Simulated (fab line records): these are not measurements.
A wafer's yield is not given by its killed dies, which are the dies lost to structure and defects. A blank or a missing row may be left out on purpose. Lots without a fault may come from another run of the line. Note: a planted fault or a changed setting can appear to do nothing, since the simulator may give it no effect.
Which tool did it? || flow sky130 || 37 wafers from 13 lots sampled at 3 of the route's 708 steps

## WHAT THE GAUGES READ, wafer by wafer
SKY_METAL4_OVL_MEAS_14.
{"lot": "L498", "measured": "day 42 10:45", "on": "overlay-02", "METAL4_OVL (nm)": "-4 2 0"}
{"lot": "L500", "measured": "day 42 19:23", "on": "overlay-01", "METAL4_OVL (nm)": "-3 3 -4"}
{"lot": "L499", "measured": "day 42 23:11", "on": "overlay-02", "METAL4_OVL (nm)": "1 2 2"}
{"lot": "L501", "measured": "day 43 03:28", "on": "overlay-02", "METAL4_OVL (nm)": "-7 -8 -2"}
{"lot": "L502", "measured": "day 43 09:25", "on": "overlay-01", "METAL4_OVL (nm)": "9 3 16"}
{"lot": "L503", "measured": "day 43 12:56", "on": "overlay-01", "METAL4_OVL (nm)": "-2 2 -3"}
{"lot": "L505", "measured": "day 44 06:09", "on": "overlay-02", "METAL4_OVL (nm)": "5 0 -2"}
{"lot": "L506", "measured": "day 44 15:20", "on": "overlay-02", "METAL4_OVL (nm)": "6 0"}
{"lot": "L509", "measured": "day 44 22:37", "on": "overlay-02", "METAL4_OVL (nm)": "-5 -2 1"}
{"lot": "L518", "measured": "day 47 11:59", "on": "overlay-01", "METAL4_OVL (nm)": "-8 -6 -6"}
{"lot": "L519", "measured": "day 47 15:48", "on": "overlay-02", "METAL4_OVL (nm)": "5 3 2"}
{"lot": "L520", "measured": "day 47 21:14", "on": "overlay-02", "METAL4_OVL (nm)": "-9 -3 -10"}
{"lot": "L521", "measured": "day 47 22:19", "on": "overlay-02", "METAL4_OVL (nm)": "7 13"}

## WHICH TOOL RAN EACH LOT (tool, then ch and the chambers of the sampled wafers, then the start)
{"lot": "L498", "SKY_METAL4_SPUTTER_02": "pvd sputter-03, day 40 10:32", "SKY_CAP2M_SPUTTER_02": "pvd sputter-04, day 40 10:43"}
{"lot": "L500", "SKY_METAL4_SPUTTER_02": "pvd sputter-03, day 40 19:25", "SKY_CAP2M_SPUTTER_02": "pvd sputter-04, day 40 19:37"}
{"lot": "L499", "SKY_METAL4_SPUTTER_02": "pvd sputter-04, day 40 22:58", "SKY_CAP2M_SPUTTER_02": "pvd sputter-03, day 40 23:10"}
{"lot": "L501", "SKY_METAL4_SPUTTER_02": "pvd sputter-01, day 41 02:59", "SKY_CAP2M_SPUTTER_02": "pvd sputter-02, day 41 03:11"}
{"lot": "L502", "SKY_METAL4_SPUTTER_02": "pvd sputter-04, day 41 09:55", "SKY_CAP2M_SPUTTER_02": "pvd sputter-03, day 41 10:05"}
{"lot": "L503", "SKY_METAL4_SPUTTER_02": "pvd sputter-03, day 41 14:03", "SKY_CAP2M_SPUTTER_02": "pvd sputter-02, day 41 14:14"}
{"lot": "L505", "SKY_METAL4_SPUTTER_02": "pvd sputter-03, day 42 07:30", "SKY_CAP2M_SPUTTER_02": "pvd sputter-04, day 42 07:41"}
{"lot": "L506", "SKY_METAL4_SPUTTER_02": "pvd sputter-04, day 42 15:55", "SKY_CAP2M_SPUTTER_02": "pvd sputter-02, day 42 16:07"}
{"lot": "L509", "SKY_METAL4_SPUTTER_02": "pvd sputter-03, day 43 01:04", "SKY_CAP2M_SPUTTER_02": "pvd sputter-02, day 43 01:16"}
{"lot": "L518", "SKY_METAL4_SPUTTER_02": "pvd sputter-03, day 45 17:34", "SKY_CAP2M_SPUTTER_02": "pvd sputter-02, day 45 17:45"}
{"lot": "L519", "SKY_METAL4_SPUTTER_02": "pvd sputter-04, day 45 22:32", "SKY_CAP2M_SPUTTER_02": "pvd sputter-03, day 45 22:44"}
{"lot": "L520", "SKY_METAL4_SPUTTER_02": "pvd sputter-03, day 46 02:39", "SKY_CAP2M_SPUTTER_02": "pvd sputter-04, day 46 02:50"}
{"lot": "L521", "SKY_METAL4_SPUTTER_02": "pvd sputter-01, day 46 03:23", "SKY_CAP2M_SPUTTER_02": "pvd sputter-02, day 46 03:37"}
- SKY_METAL4_SPUTTER_02: material AlCu, target thk 735 nm, time 39.1 s.
- SKY_CAP2M_SPUTTER_02: material TiN, target thk 200 nm, time 166.7 s.

## WHAT THE TOOLS THEMSELVES READ (means of the sampled wafers that have a number; where no wafer has one, the mark that the record gives instead)
SKY_METAL4_SPUTTER_02.
{"lot": "L498", "tool": "pvd sputter-03", "throttle valve pct (%)": 28.8}
{"lot": "L500", "tool": "pvd sputter-03", "throttle valve pct (%)": 28.1}
{"lot": "L499", "tool": "pvd sputter-04", "throttle valve pct (%)": 30.0}
{"lot": "L501", "tool": "pvd sputter-01", "throttle valve pct (%)": 29.6}
{"lot": "L502", "tool": "pvd sputter-04", "throttle valve pct (%)": 31.1}
{"lot": "L503", "tool": "pvd sputter-03", "throttle valve pct (%)": 29.9}
{"lot": "L505", "tool": "pvd sputter-03", "throttle valve pct (%)": 30.4}
{"lot": "L506", "tool": "pvd sputter-04", "throttle valve pct (%)": 30.3}
{"lot": "L509", "tool": "pvd sputter-03", "throttle valve pct (%)": 31.1}
{"lot": "L518", "tool": "pvd sputter-03", "throttle valve pct (%)": 28.7}
{"lot": "L519", "tool": "pvd sputter-04", "throttle valve pct (%)": 30.1}
{"lot": "L520", "tool": "pvd sputter-03", "throttle valve pct (%)": 29.8}
{"lot": "L521", "tool": "pvd sputter-01", "throttle valve pct (%)": 30.1}

SKY_CAP2M_SPUTTER_02.
{"lot": "L498", "tool": "pvd sputter-04", "throttle valve pct (%)": 31.6}
{"lot": "L500", "tool": "pvd sputter-04", "throttle valve pct (%)": 30.4}
{"lot": "L499", "tool": "pvd sputter-03", "throttle valve pct (%)": 30.2}
{"lot": "L501", "tool": "pvd sputter-02", "throttle valve pct (%)": 29.4}
{"lot": "L502", "tool": "pvd sputter-03", "throttle valve pct (%)": 29.3}
{"lot": "L503", "tool": "pvd sputter-02", "throttle valve pct (%)": 29.3}
{"lot": "L505", "tool": "pvd sputter-04", "throttle valve pct (%)": 30.3}
{"lot": "L506", "tool": "pvd sputter-02", "throttle valve pct (%)": 29.3}
{"lot": "L509", "tool": "pvd sputter-02", "throttle valve pct (%)": 29.3}
{"lot": "L518", "tool": "pvd sputter-02", "throttle valve pct (%)": 29.5}
{"lot": "L519", "tool": "pvd sputter-03", "throttle valve pct (%)": 29.0}
{"lot": "L520", "tool": "pvd sputter-04", "throttle valve pct (%)": 31.3}
{"lot": "L521", "tool": "pvd sputter-02", "throttle valve pct (%)": 29.4}

## THE ANSWER, worked out from the rows above alone
Rule: what is usual is taken from the lots themselves. The widest of any qualifying gaps counts: lots, ordered by their means at a reading, are off when they make up no more than a third of the lots, leave a main group of 4 or more, and stand apart from it by 3 or more times the standard deviation of that group's means. A main group is skipped when, at the precision printed for the reading in the tables above, its means are all equal. Also off: a lot with no number at a reading for which 4 or more lots have one. All remaining lots with rows at the step are treated as sound. The gauges are gone through in route order, then the tools' own readings, and for those a lot's mean is taken as printed above. The first step at which some lot is off is used, and at that step the reading that is off furthest; a lot without a number counts as furthest.
Nothing can be told from this: no lot is off at any reading shown.

## WHAT HAD BEEN PUT IN BY THE SIMULATOR
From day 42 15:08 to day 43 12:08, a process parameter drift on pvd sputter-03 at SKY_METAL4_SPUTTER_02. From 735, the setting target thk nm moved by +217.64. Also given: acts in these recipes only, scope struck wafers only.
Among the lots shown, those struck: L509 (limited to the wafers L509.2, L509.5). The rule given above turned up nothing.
